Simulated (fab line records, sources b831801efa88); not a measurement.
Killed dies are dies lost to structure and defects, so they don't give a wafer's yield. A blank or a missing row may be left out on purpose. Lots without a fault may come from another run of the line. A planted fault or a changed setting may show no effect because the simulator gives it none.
Which tool did it? | flow sky130 | 24 lots, 72 wafers sampled, at 5 steps of a route of 708

WHAT THE GAUGES READ, wafer by wafer
SKY_FIELD_ISO_THK_MEAS_23. Usual: FIELD_ISO_OXIDATION_01_THK 9.94 nm, standard deviation 0.19.
lot  | measured    | on            | FIELD_ISO_OXIDATION_01_THK (nm) | flag
L074 | day 2 07:34 | film_metro-03 | 10.00 9.94 9.96                 |
L075 | day 2 15:43 | film_metro-01 | 9.80 9.97 9.98                  |
L076 | day 2 19:49 | film_metro-04 | 10.02 9.78 9.77                 |
L077 | day 2 23:15 | film_metro-04 | 10.02 9.94 10.02                |
L078 | day 3 04:53 | film_metro-04 | 9.82 9.88 9.80                  |
L079 | day 3 11:13 | film_metro-03 | 10.13 10.00 9.95                |
L080 | day 3 16:23 | film_metro-03 | 9.97 9.81 9.94                  |
L081 | day 3 20:48 | film_metro-01 | 9.51 9.75 9.57                  |
L082 | day 4 00:22 | film_metro-04 | 9.95 10.11 10.19                |
L083 | day 4 05:07 | film_metro-03 | 10.09 10.05 10.13               |
L084 | day 4 11:55 | film_metro-04 | 10.17 9.87 10.17                |
L085 | day 4 16:17 | film_metro-04 | 9.92 9.79 9.94                  |
L086 | day 4 21:49 | film_metro-04 | 10.01 9.97 9.84                 |
L087 | day 5 03:35 | film_metro-04 | 9.25 9.41 9.47                  |
L088 | day 5 07:40 | film_metro-03 | 9.62 9.73 10.05                 |
L089 | day 5 13:28 | film_metro-03 | 10.17 10.20 10.15               |
L090 | day 5 18:31 | film_metro-01 | 10.13 9.95 10.02                |
L091 | day 5 22:55 | film_metro-01 | 9.96 9.98 10.08                 |
L092 | day 6 05:37 | film_metro-01 | 10.23 10.10 10.00               |
L093 | day 6 08:44 | film_metro-04 | 9.91 9.93 9.87                  |
L094 | day 6 16:24 | film_metro-04 | 9.84 10.00 9.85                 |
L095 | day 6 20:07 | film_metro-03 | 10.22 10.34 10.11               |
L096 | day 7 04:10 | film_metro-04 | 9.92 9.95 10.21                 |
L097 | day 7 05:20 | film_metro-04 | 9.81 10.00 9.84                 |

SKY_METAL2_OVL_MEAS_16. Usual: METAL2_OVL -1 nm, standard deviation 4.9.
lot  | measured     | on         | METAL2_OVL (nm) | flag
L074 | day 35 09:07 | overlay-02 | -5 -5 -8        |
L075 | day 35 13:55 | overlay-02 | -6 -1 -5        |
L076 | day 35 19:22 | overlay-01 | -1 4 -4         |
L077 | day 36 01:04 | overlay-02 | 5 10 3          |
L078 | day 36 09:18 | overlay-02 | -16 -8 -9       |
L079 | day 36 17:19 | overlay-01 | -2 -3 -3        |
L080 | day 37 02:15 | overlay-02 | 5 5 6           |
L081 | day 37 22:09 | overlay-01 | -3 -3 6         |
L082 | day 38 00:16 | overlay-02 | 5 -2 6          |
L083 | day 38 00:43 | overlay-02 | 6 -1 -2         |
L084 | day 38 03:58 | overlay-02 | -9 -11 -5       |
L085 | day 38 13:37 | overlay-01 | -4 5 3          |
L086 | day 38 22:37 | overlay-01 | 0 -4 -8         |
L087 | day 39 10:55 | overlay-02 | 0 4 0           |
L088 | day 39 11:34 | overlay-02 | -5 5 -2         |
L089 | day 39 19:28 | overlay-02 | 0 1 -2          |
L090 | day 39 23:58 | overlay-01 | 0 -5 -6         |
L091 | day 40 11:13 | overlay-02 | 0 2 2           |
L092 | day 40 17:25 | overlay-02 | -1 -2 -9        |
L093 | day 40 19:34 | overlay-02 | -4 -7 -8        |
L094 | day 41 03:37 | overlay-01 | 9 -1 10         |
L095 | day 41 12:37 | overlay-02 | -3 -2 -4        |
L096 | day 41 17:37 | overlay-02 | -2 1 6          |
L097 | day 41 23:46 | overlay-02 | -3 3 3          |

SKY_VIA2_RS_MEAS_22: measures by four-point-probe. Usual: VIA2_W_RS 0.2725 ohm/sq, standard deviation 0.0022.
lot  | measured     | on            | VIA2_W_RS (ohm/sq)   | flag
L074 | day 36 13:44 | film_metro-01 | 0.2738 0.2744 0.2754 |
L075 | day 36 18:42 | film_metro-04 | 0.2744 0.2706 0.2723 |
L076 | day 37 00:00 | film_metro-03 | 0.2727 0.2685 0.2710 |
L077 | day 37 05:17 | film_metro-01 | 0.2715 0.2737 0.2751 |
L078 | day 37 14:43 | film_metro-03 | 0.2700 0.2703 0.2697 |
L079 | day 37 22:26 | film_metro-04 | 0.2722 0.2714 0.2715 |
L080 | day 38 06:50 | film_metro-03 | 0.2732 0.2747 0.2728 |
L081 | day 39 02:16 | film_metro-01 | 0.2738 0.2740 0.2725 |
L082 | day 39 03:44 | film_metro-03 | 0.2755 0.2764 0.2746 |
L083 | day 39 04:17 | film_metro-04 | 0.2776 0.2721 0.2752 |
L084 | day 39 07:30 | film_metro-01 | 0.2718 0.2726 0.2714 |
L085 | day 39 16:44 | film_metro-03 | 0.2685 0.2710 0.2724 |
L086 | day 40 00:33 | film_metro-01 | 0.2737 0.2749 0.2750 |
L087 | day 40 13:47 | film_metro-03 | 0.2697 0.2708 0.2691 |
L088 | day 40 14:29 | film_metro-03 | 0.2730 0.2721 0.2732 |
L089 | day 40 22:38 | film_metro-01 | 0.2719 0.2716 0.2739 |
L090 | day 41 02:57 | film_metro-03 | 0.2711 0.2731 0.2744 |
L091 | day 41 13:37 | film_metro-03 | 0.2710 0.2723 0.2723 |
L092 | day 41 19:36 | film_metro-03 | 0.2753 0.2739 0.2729 |
L093 | day 41 21:57 | film_metro-03 | 0.2656 0.2712 0.2679 |
L094 | day 42 06:08 | film_metro-01 | 0.2785 0.2697 0.2749 |
L095 | day 42 14:50 | film_metro-01 | 0.2729 0.2736 0.2723 |
L096 | day 42 18:50 | film_metro-03 | 0.2731 0.2732 0.2723 |
L097 | day 43 01:53 | film_metro-03 | 0.2721 0.2723 0.2699 |

SKY_CAPM_OVL_MEAS_12. Usual: CAPM_OVL -1.2 nm, standard deviation 1.2.
lot  | measured     | on         | CAPM_OVL (nm)  | flag
L074 | day 37 17:10 | overlay-01 | -0.6 -1.2 -1.1 |
L075 | day 37 22:00 | overlay-02 | -2.3 -1.4 -0.7 |
L076 | day 38 02:45 | overlay-02 | -2.7 -3.8 -2.1 |
L077 | day 38 07:48 | overlay-01 | -1.1 -1.3 -1.3 |
L078 | day 38 17:06 | overlay-01 | -1.5 0.1 -2.5  |
L079 | day 39 00:39 | overlay-01 | -1.4 -0.3 -1.8 |
L080 | day 39 08:42 | overlay-02 | 0.1 0.7 0.2    |
L081 | day 40 03:24 | overlay-01 | -0.6 -2.4 -2.9 |
L082 | day 40 04:21 | overlay-01 | -0.1 0.0 -0.5  |
L083 | day 40 04:39 | overlay-01 | -2.9 -4.1 -2.4 |
L084 | day 40 07:44 | overlay-02 | -2.6 -1.9 -2.6 |
L085 | day 40 17:35 | overlay-01 | -2.5 -0.8 -1.2 |
L086 | day 41 01:17 | overlay-01 | -2.1 -0.1 -2.0 |
L087 | day 41 14:23 | overlay-02 | 0.0 0.0 0.9    |
L088 | day 41 15:17 | overlay-01 | -1.6 -1.7 -1.8 |
L089 | day 41 23:09 | overlay-01 | -0.1 -1.3 -1.6 |
L090 | day 42 03:33 | overlay-02 | -0.2 0.6 -0.4  |
L091 | day 42 13:56 | overlay-02 | -1.1 -0.7 -1.2 |
L092 | day 42 20:00 | overlay-01 | -1.3 -0.9 -0.9 |
L093 | day 42 22:17 | overlay-02 | -2.3 -2.5 -3.2 |
L094 | day 43 05:24 | overlay-02 | -2.1 -2.2 0.1  |
L095 | day 43 13:54 | overlay-01 | -1.5 0.6 -0.4  |
L096 | day 43 18:54 | overlay-02 | -1.0 -1.5 -1.1 |
L097 | day 44 01:06 | overlay-02 | -0.1 1.8 1.7   |

SKY_CAP2M_OVL_MEAS_12. Usual: CAP2M_OVL 0.6 nm, standard deviation 1.3.
lot  | measured     | on         | CAP2M_OVL (nm) | flag
L074 | day 40 23:24 | overlay-01 | 0.4 1.2 1.0    |
L075 | day 41 03:44 | overlay-02 | 2.7 1.2 1.7    |
L076 | day 41 07:57 | overlay-02 | -0.2 -0.5 -1.3 |
L077 | day 41 13:15 | overlay-02 | 4.4 2.3 1.2    |
L078 | day 41 21:50 | overlay-01 | -1.6 -1.5 -1.9 |
L079 | day 42 05:15 | overlay-01 | 0.4 -1.2 -0.1  |
L080 | day 42 11:53 | overlay-02 | 1.1 1.9 1.5    |
L081 | day 43 07:02 | overlay-01 | 0.2 0.2 0.5    |
L082 | day 43 07:27 | overlay-02 | 0.4 0.6 1.7    |
L083 | day 43 08:11 | overlay-02 | -0.5 -0.2 0.1  |
L084 | day 43 10:23 | overlay-01 | -0.5 -0.4 -0.9 |
L085 | day 43 20:29 | overlay-01 | 3.3 2.7 2.6    |
L086 | day 44 03:32 | overlay-02 | -0.2 0.1 0.4   |
L087 | day 44 15:27 | overlay-02 | -0.4 0.3 -0.2  |
L088 | day 44 15:45 | overlay-01 | -1.6 0.5 0.6   |
L089 | day 45 00:14 | overlay-01 | 2.3 1.0 1.8    |
L090 | day 45 03:56 | overlay-02 | 0.3 0.7 1.7    |
L091 | day 45 12:08 | overlay-01 | 2.0 0.7 0.2    |
L092 | day 45 19:30 | overlay-01 | -0.4 0.2 -0.4  |
L093 | day 45 20:14 | overlay-01 | 2.6 1.4 2.1    |
L094 | day 46 02:36 | overlay-02 | 2.4 2.1 3.1    |
L095 | day 46 11:02 | overlay-02 | 0.6 2.0 1.3    |
L096 | day 46 16:08 | overlay-02 | 0.0 0.1 1.3    |
L097 | day 46 21:27 | overlay-01 | -0.6 0.0 -0.3  |

WHICH TOOL RAN EACH LOT (tool, then ch and the chambers of the sampled wafers, then the start)
The record holds no process step before these readings.

WHAT THE TOOLS THEMSELVES READ (means of the sampled wafers that have a number; where no wafer has one, the mark that the record gives instead)
The record holds no such reading with a usual standard deviation.

THE ANSWER, worked out from the rows above alone
Rule: a lot is off if the mean of its wafers that have a number lies more than 3 standard deviations from the usual mean. A lot without any number at a reading at which 4 lots or more have one is off too. The other lots that the step has rows for count as sound. The gauges are gone through in route order, then the tools' own readings, and for those a lot's mean is taken as printed above. The first step at which some lot is off is used, and at that step the reading that is off furthest; a lot without a number counts as furthest.
No lot is off at any reading shown: from this, nothing can be told.

WHAT THE SIMULATOR HAD PUT IN
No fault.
